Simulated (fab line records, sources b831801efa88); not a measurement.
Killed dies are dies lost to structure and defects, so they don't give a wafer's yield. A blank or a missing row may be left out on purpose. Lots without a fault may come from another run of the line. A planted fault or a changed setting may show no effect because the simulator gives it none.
A struck lot beside a sound one | flow sky130 | 26 steps out of a route of 708
Sound: wafers L731.1, L731.2, L731.5. Struck: wafer L739.5. (L739.3, L739.6 of the same lot were not struck and are left out.) The cause comes at the end.
At each step with rows: each side's tool, then ch and its chambers, then its first start. Under that, the readings that differ: sound wafers | struck wafers | difference of the means | sigmas: that difference in standard deviations of wafers without a fault.
alike: readings whose means differ by less than 2 such deviations, and words and numbers that are the same on both sides. not compared: withheld readings, readings that some wafer has no value for, bounds like >300 that may hide the same value, and numbers for which the record gives no deviation and whose values overlap.
The two part at a step that has a row with sigmas, a row that says differs or no value, or rows on one side only. Numbers that don't overlap but have no deviation are shown without sigmas and don't part them. A reading that every wafer of one side lacks parts them only if that side has two wafers or more.

first, 6 steps without rows for these wafers: SKY_SD_N_IMPLANT_10; SKY_SD_N_STRIP_11 (strips in O2/N2); SKY_SD_N_CLEAN_13 (cleans in SC1/SC2, time 150 s); SKY_SD_N_RTA_14 (time 2 s); SKY_SALICIDE_CLEAN_00 (cleans in HF-last, time 30 s); SKY_LI_CONTACT_HDPCVD_00 (deposits PSG, target thk 930 nm, time 155 s).
SKY_LI_CONTACT_CMP_02: polishes PSG.
  sound on cmp-02 ch 1,2, day 30 05:07; struck on cmp-02 ch 1, day 31 04:25
  reading                                       | sound             | struck | difference | sigmas
  time_to_endpoint_s (s)                        | 29.8 32.7 31.9    | 42.7   | +11.2      | +5
  model.PSG_of_LI_CONTACT_HDPCVD_00.thk_nm (nm) | 597.4 596.7 598.7 | 713.8  | +116.2     |
  alike: motor_current_A, retaining_ring_pressure_frac
SKY_LI_CONTACT_BOW_MEAS_03:
  sound on film_metro-02, day 30 05:25; struck on film_metro-02, day 31 04:57
  not compared: hold, LI_CONTACT_BOW
then, 8 steps without rows for these wafers: SKY_LI_CONTACT_HMDS_05 (prime time 60 s); SKY_LI_CONTACT_COAT_06 (resist thk 60 nm); SKY_LI_CONTACT_COAT_07 (resist thk 450 nm); SKY_LI_CONTACT_SOFTBAKE_08 (time 90 s); SKY_LI_CONTACT_EXPOSE_09 (exposes mask LICM1, target cd 170 nm); SKY_LI_CONTACT_PEB_10; SKY_LI_CONTACT_DEVELOP_11 (develop time 60 s); SKY_LI_CONTACT_ETCH_14 (etches BARC in N2/H2, stops on SiO2, time 45.9 s, target depth 60 nm).
SKY_LI_CONTACT_ETCH_15: etches PSG in C4F8/O2/Ar, stops on Si, target depth 600 nm.
  sound on rie_diel-03 ch 0,1,3, day 31 09:50; struck on rie_diel-01 ch 0, day 32 08:23
  reading                                | sound             | struck | difference | sigmas
  oes_product_au (a.u.)                  | 0.834 0.840 0.845 | 0.922  | +0.082     | +16
  model.LI_CONTACT.feature_depth_nm (nm) | 597.4 596.7 598.7 | 713.8  | +116.2     |
  model.etch.depth_nm (nm)               | 597.4 596.7 598.7 | 713.8  | +116.2     |
then, 6 steps without rows for these wafers: SKY_LI_CONTACT_STRIP_16 (strips in O2/N2); SKY_LI_CONTACT_CLEAN_17 (cleans in NMP, time 600 s); SKY_LI_CONTACT_PRE_CLEAN_18 (time 5.6 s); SKY_LI_CONTACT_SPUTTER_19 (material Ti, target thk 20 nm, time 106.37 s); SKY_LI_CONTACT_SPUTTER_20 (material TiN, target thk 20 nm, time 80 s); SKY_LI_CONTACT_CVD_21 (deposits W, target thk 400 nm, time 120.56 s).
SKY_LI_CONTACT_CMP_24: polishes, stops on PSG, t overpolish 20 s, target thk 0 nm.
  sound on cmp-01 ch 0,2,3, day 31 10:45; struck on cmp-01 ch 0, day 32 09:22
  reading                                       | sound           | struck | difference | sigmas
  model.PSG_of_LI_CONTACT_HDPCVD_00.thk_nm (nm) | 588 587.2 589.3 | 704.3  | +116.1     |
  alike: motor_current_A, retaining_ring_pressure_frac
then, 1 step without rows for these wafers: SKY_LOCAL_INTERCONNECT_SPUTTER_00 (material TiN, target thk 100 nm, time 83.3 s).
-- the record jumps here: 16 days lie between the struck wafers' starts before and after (it left off in module LOCAL_INTERCONNECT and takes up again in module PAD_OPEN, whose first step shown is number 708 of the route) --
SKY_PAD_OPEN_PROBE_99:
  sound on prober-02, day 47 13:11; struck on prober-01, day 48 02:58
  reading                                 | sound             | struck | difference | sigmas
  model.etest.licon_pdiff.rc_ohm          | 576.5 572 569.2   | 677.3  | +104.7     |
  model.etest.nfet_01v8.r_on_ohm_um       | 829.2 831.4 847   | 859.8  | +23.9      |
  model.etest.licon_ndiff.rc_ohm          | 175.8 175.8 175.7 | 218    | +42        |
  model.etest.licon_high_po.rc_ohm        | 327.4 326.8 340   | 379.3  | +47.9      |
  model.etest.sonos_uncharged.r_on_ohm_um | 818.6 823.9 818   | 860.4  | +40.2      |
  model.etest.cap_li_to_poly.c_af_um2     | 96.89 100.5 95.52 | 74.07  | -23.57     |
  model.etest.licon_poly.rc_ohm           | 149.6 150.8 143.4 | 172.2  | +24.3      |
  alike: killed_at_M0_to_M3, killed_at_M4_up, killed_at_contacts, killed_at_front_end, killed_at_other, killed_dies, killed_open, killed_short
  not compared: model.etest.nfet_g5v0d10v5.r_on_ohm_um

WHERE THEY PART
First at SKY_LI_CONTACT_CMP_02; last, within this record, at SKY_LI_CONTACT_ETCH_15. Later steps at which nothing parts them and some readings are alike: SKY_LI_CONTACT_CMP_24, SKY_PAD_OPEN_PROBE_99.

WHY: what the simulator had put in
Process parameter drift: cmp-02, from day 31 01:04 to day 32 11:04, at SKY_LI_CONTACT_CMP_02. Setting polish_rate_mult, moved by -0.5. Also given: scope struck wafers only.
